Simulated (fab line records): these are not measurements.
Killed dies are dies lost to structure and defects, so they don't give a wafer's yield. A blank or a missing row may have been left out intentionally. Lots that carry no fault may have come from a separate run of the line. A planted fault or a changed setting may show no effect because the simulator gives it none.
The tool behind it: which one?    flow sky130    14 lots with 42 wafers sampled at 4 steps, on a route of 708 steps

== WHAT EACH GAUGE READ, for each wafer ==
SKY_SONOS_TUNNEL_CD_MEAS_07 targets a cd of 410 nm. Usual: cd_nm at 410.7 nm, with a standard deviation of 2.
lot   measured      on         cd_nm (nm)         flag
L359  day 11 23:28  cd_sem-01  413.7 413.1 410.6  
L360  day 12 07:32  cd_sem-02  411.3 411.8 412.9  
L362  day 12 20:43  cd_sem-02  407.9 409.7 411.3  
L366  day 14 22:16  cd_sem-01  407.5 410.3 411.0  
L367  day 15 08:04  cd_sem-02  411.3 411.9 411.3  
L368  day 15 10:19  cd_sem-01  412.4 410.8 410.9  
L369  day 15 16:20  cd_sem-01  409.1 410.7 408.1  
L371  day 16 01:19  cd_sem-02  410.4 410.5 408.4  
L374  day 16 19:49  cd_sem-02  409.9 408.5 412.3  
L377  day 18 01:09  cd_sem-01  411.7 412.4 412.4  
L378  day 18 09:20  cd_sem-01  412.5 412.3 412.5  
L379  day 18 14:38  cd_sem-01  410.9 413.9 412.0  
L380  day 18 21:18  cd_sem-02  414.4 414.1 414.6  
L381  day 19 09:29  cd_sem-01  412.2 409.9 411.7  

SKY_SONOS_TUNNEL_OVL_MEAS_08. Usual: SONOS_TUNNEL_OVL 0.3 nm, standard deviation 1.5.
lot   measured      on          SONOS_TUNNEL_OVL (nm)  flag
L359  day 11 23:35  overlay-02  -0.3 -0.6 -1.3         
L360  day 12 07:40  overlay-01  0.5 -0.6 -0.2          
L362  day 12 20:50  overlay-01  2.2 1.7 1.5            
L366  day 14 22:23  overlay-02  -1.6 0.3 -1.9          
L367  day 15 08:11  overlay-01  1.8 1.2 3.4            
L368  day 15 10:25  overlay-02  -0.1 -1.5 0.4          
L369  day 15 16:25  overlay-01  0.4 -0.5 -0.2          
L371  day 16 01:25  overlay-01  0.6 -1.4 -0.7          
L374  day 16 19:55  overlay-01  0.6 0.8 1.1            
L377  day 18 01:14  overlay-01  -0.5 -0.6 -0.3         
L378  day 18 09:25  overlay-01  0.4 1.0 0.4            
L379  day 18 14:46  overlay-01  1.2 0.4 0.8            
L380  day 18 21:23  overlay-02  1.6 1.6 2.2            
L381  day 19 09:37  overlay-02  0.4 1.7 0.9            

SKY_POLY_GATE_OVL_MEAS_14. Usual: POLY_GATE_OVL 3 nm, standard deviation 5.1.
lot   measured      on          POLY_GATE_OVL (nm)  flag
L359  day 17 01:04  overlay-01  0 1 -1              
L360  day 17 08:29  overlay-01  12 4 11             
L362  day 18 03:11  overlay-01  3 6 6               
L366  day 20 13:56  overlay-01  4 2 7               
L367  day 20 21:19  overlay-01  4 4 7               
L368  day 21 03:13  overlay-01  5 7 2               
L369  day 21 09:53  overlay-02  9 5 5               
L371  day 21 20:56  overlay-02  1 -15 2             
L374  day 22 12:28  overlay-02  6 5 6               
L377  day 23 15:32  overlay-02  -1 -1 3             
L378  day 24 16:55  overlay-01  11 17 8             
L379  day 24 15:16  overlay-01  7 0 -4              
L380  day 24 18:05  overlay-02  -3 -1 -1            
L381  day 24 23:34  overlay-01  1 3 6               

== EACH LOT AND THE TOOL THAT RAN IT (in order: tool; ch and the chambers of the sampled wafers; start) ==
lot   SKY_GATE_OXIDE_IMPLANT_11
L359  implanter-01 ch 0, day 14 09:20
L360  implanter-04 ch 0, day 14 19:13
L362  implanter-01 ch 0, day 15 11:29
L366  implanter-01 ch 0, day 17 19:11
L367  implanter-02 ch 0, day 18 01:16
L368  implanter-02 ch 0, day 18 06:41
L369  implanter-01 ch 0, day 18 13:02
L371  implanter-01 ch 0, day 19 00:41
L374  implanter-04 ch 0, day 19 17:15
L377  implanter-04 ch 0, day 20 20:24
L378  implanter-01 ch 0, day 21 21:22
L379  implanter-02 ch 0, day 21 21:11
L380  implanter-04 ch 0, day 21 21:28
L381  implanter-01 ch 0, day 22 05:47
- SKY_GATE_OXIDE_IMPLANT_11

== AS READ BY THE TOOLS THEMSELVES (means over the sampled wafers that have a number; for cases with no such wafer, the mark the record gives instead) ==
SKY_GATE_OXIDE_IMPLANT_11. Usual: beam_on_s 10.01 s, standard deviation 0.21; dose_ions_cm2 2.6002e+12, standard deviation 2.7e+09.
lot   tool          beam_on_s (s)  dose_ions_cm2  flag
L359  implanter-01  10.16          2.6001e+12     
L360  implanter-04  10.11          2.5982e+12     
L362  implanter-01  10.24          2.5997e+12     
L366  implanter-01  9.97           2.6016e+12     
L367  implanter-02  9.96           2.6774e+12     OFF
L368  implanter-02  10.07          2.6765e+12     OFF
L369  implanter-01  10.11          2.5962e+12     
L371  implanter-01  10.03          2.6023e+12     
L374  implanter-04  10.02          2.5979e+12     
L377  implanter-04  10.15          2.5976e+12     
L378  implanter-01  10.16          2.5993e+12     
L379  implanter-02  9.98           2.6019e+12     
L380  implanter-04  9.75           2.6027e+12     
L381  implanter-01  9.87           2.6026e+12     

== THE ANSWER, worked out from the rows above alone ==
Rule: a lot is off if the mean of its wafers that have a number lies more than 3 standard deviations from the usual mean. A lot without any number at a reading at which 4 lots or more have one is off too. Any other lot the step has rows for is counted as sound. Order of review: gauges by route order, followed by the tools' own readings, for which a lot's mean as printed above is used. At the first step where some lot is off, the reading lying furthest off is the one used; lots without a number count as furthest.
Off: L367, L368 (SKY_GATE_OXIDE_IMPLANT_11, dose_ions_cm2).
If a tool, at that step or one of the process steps before it, ran each lot that is off and ran no sound lot following the first of them, it fits. No candidate that was tried fits.

== WHAT THE SIMULATOR HAD INSERTED ==
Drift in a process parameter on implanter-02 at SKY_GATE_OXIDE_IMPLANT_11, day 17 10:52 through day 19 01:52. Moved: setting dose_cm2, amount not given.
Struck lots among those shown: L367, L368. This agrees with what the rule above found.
